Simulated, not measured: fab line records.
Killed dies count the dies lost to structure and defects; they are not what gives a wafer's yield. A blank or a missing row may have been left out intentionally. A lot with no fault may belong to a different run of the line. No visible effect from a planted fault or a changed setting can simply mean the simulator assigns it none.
Matching of chambers / flow sky130 / 4 sister chambers for SKY_LI_CONTACT_CMP_24 on cmp-02
The step polishes, stops on PSG, t overpolish 20 s, target thk 0 nm. 18 wafers are shown with their chamber, then 9 later ones without.

== EACH WAFER AND ITS CHAMBER ==
wafer=L078.1; chamber=0; motor_current_A (A)=9.3; time_to_endpoint_s (s)=98; overpolish_run_s (s)=19.994
wafer=L078.4; chamber=3; motor_current_A (A)=11.8; time_to_endpoint_s (s)=95; overpolish_run_s (s)=20.013
wafer=L078.6; chamber=2; motor_current_A (A)=11.1; time_to_endpoint_s (s)=94; overpolish_run_s (s)=20.010
wafer=L079.2; chamber=3; motor_current_A (A)=12.0; time_to_endpoint_s (s)=100; overpolish_run_s (s)=19.990
wafer=L079.4; chamber=2; motor_current_A (A)=11.0; time_to_endpoint_s (s)=97; overpolish_run_s (s)=19.998
wafer=L079.6; chamber=0; motor_current_A (A)=9.4; time_to_endpoint_s (s)=100; overpolish_run_s (s)=20.008
wafer=L082.1; chamber=3; motor_current_A (A)=11.7; time_to_endpoint_s (s)=89; overpolish_run_s (s)=19.985
wafer=L082.3; chamber=2; motor_current_A (A)=11.8; time_to_endpoint_s (s)=88; overpolish_run_s (s)=20.004
wafer=L082.6; chamber=0; motor_current_A (A)=9.3; time_to_endpoint_s (s)=99; overpolish_run_s (s)=20.005
wafer=L083.1; chamber=1; motor_current_A (A)=11.2; time_to_endpoint_s (s)=101; overpolish_run_s (s)=19.992
wafer=L083.2; chamber=2; motor_current_A (A)=11.3; time_to_endpoint_s (s)=98; overpolish_run_s (s)=19.985
wafer=L083.6; chamber=1; motor_current_A (A)=11.5; time_to_endpoint_s (s)=96; overpolish_run_s (s)=20.001
wafer=L084.1; chamber=2; motor_current_A (A)=11.3; time_to_endpoint_s (s)=91; overpolish_run_s (s)=20.007
wafer=L084.3; chamber=0; motor_current_A (A)=9.6; time_to_endpoint_s (s)=98; overpolish_run_s (s)=19.981
wafer=L084.6; chamber=0; motor_current_A (A)=9.3; time_to_endpoint_s (s)=100; overpolish_run_s (s)=20.001
wafer=L085.1; chamber=3; motor_current_A (A)=11.7; time_to_endpoint_s (s)=96; overpolish_run_s (s)=20.008
wafer=L085.4; chamber=0; motor_current_A (A)=9.6; time_to_endpoint_s (s)=107; overpolish_run_s (s)=19.998
wafer=L085.6; chamber=2; motor_current_A (A)=11.0; time_to_endpoint_s (s)=95; overpolish_run_s (s)=19.989

SIGNATURES (averages over the wafers above)
reading=motor_current_A; chamber 0=9.417; chamber 1=11.350; chamber 2=11.250; chamber 3=11.800; scatter within a chamber=0.218
reading=time_to_endpoint_s; chamber 0=100.33; chamber 1=98.50; chamber 2=93.83; chamber 3=95.00; scatter within a chamber=3.8
reading=overpolish_run_s; chamber 0=19.99783; chamber 1=19.99650; chamber 2=19.99883; chamber 3=19.99900; scatter within a chamber=0.0106
Rule: distance of a wafer from a chamber = root of the sum over the readings of ((wafer's reading minus chamber's mean) / reading's scatter) squared. The wafer belongs to the nearest chamber; if the next one is less than 2 further off, it can't be placed. How the scatter is found: for the shown wafers, subtract from each reading the mean of its chamber, square and add these, divide the total by (wafers less chambers), then take the root.

== WAFERS MISSING THEIR CHAMBER ==
wafer=L091.1; motor_current_A (A)=11.6; time_to_endpoint_s (s)=90; overpolish_run_s (s)=19.998
wafer=L091.2; motor_current_A (A)=9.7; time_to_endpoint_s (s)=96; overpolish_run_s (s)=20.001
wafer=L091.5; motor_current_A (A)=9.3; time_to_endpoint_s (s)=94; overpolish_run_s (s)=20.002
wafer=L089.2; motor_current_A (A)=11.2; time_to_endpoint_s (s)=91; overpolish_run_s (s)=20.005
wafer=L089.4; motor_current_A (A)=12.1; time_to_endpoint_s (s)=93; overpolish_run_s (s)=19.978
wafer=L089.6; motor_current_A (A)=11.5; time_to_endpoint_s (s)=96; overpolish_run_s (s)=20.010
wafer=L096.1; motor_current_A (A)=9.7; time_to_endpoint_s (s)=99; overpolish_run_s (s)=20.010
wafer=L096.2; motor_current_A (A)=11.4; time_to_endpoint_s (s)=95; overpolish_run_s (s)=20.007
wafer=L096.3; motor_current_A (A)=11.3; time_to_endpoint_s (s)=95; overpolish_run_s (s)=20.029

== CHAMBER TAKEN BY EACH ==
wafer=L091.1; from the rows above=can't be placed: 3 or 2 or 1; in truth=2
wafer=L091.2; from the rows above=0; in truth=0
wafer=L091.5; from the rows above=0; in truth=0
wafer=L089.2; from the rows above=can't be placed: 2 or 1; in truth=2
wafer=L089.4; from the rows above=can't be placed: 3 or 1 or 2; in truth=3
wafer=L089.6; from the rows above=can't be placed: 1 or 2 or 3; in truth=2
wafer=L096.1; from the rows above=0; in truth=0
wafer=L096.2; from the rows above=can't be placed: 2 or 1 or 3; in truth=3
wafer=L096.3; from the rows above=can't be placed: 2 or 1 or 3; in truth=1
Placed correctly: 3 of 9. Cannot be placed on the basis of these rows: 6; the candidates contain the true chamber in 6. Wrongly placed: 0.
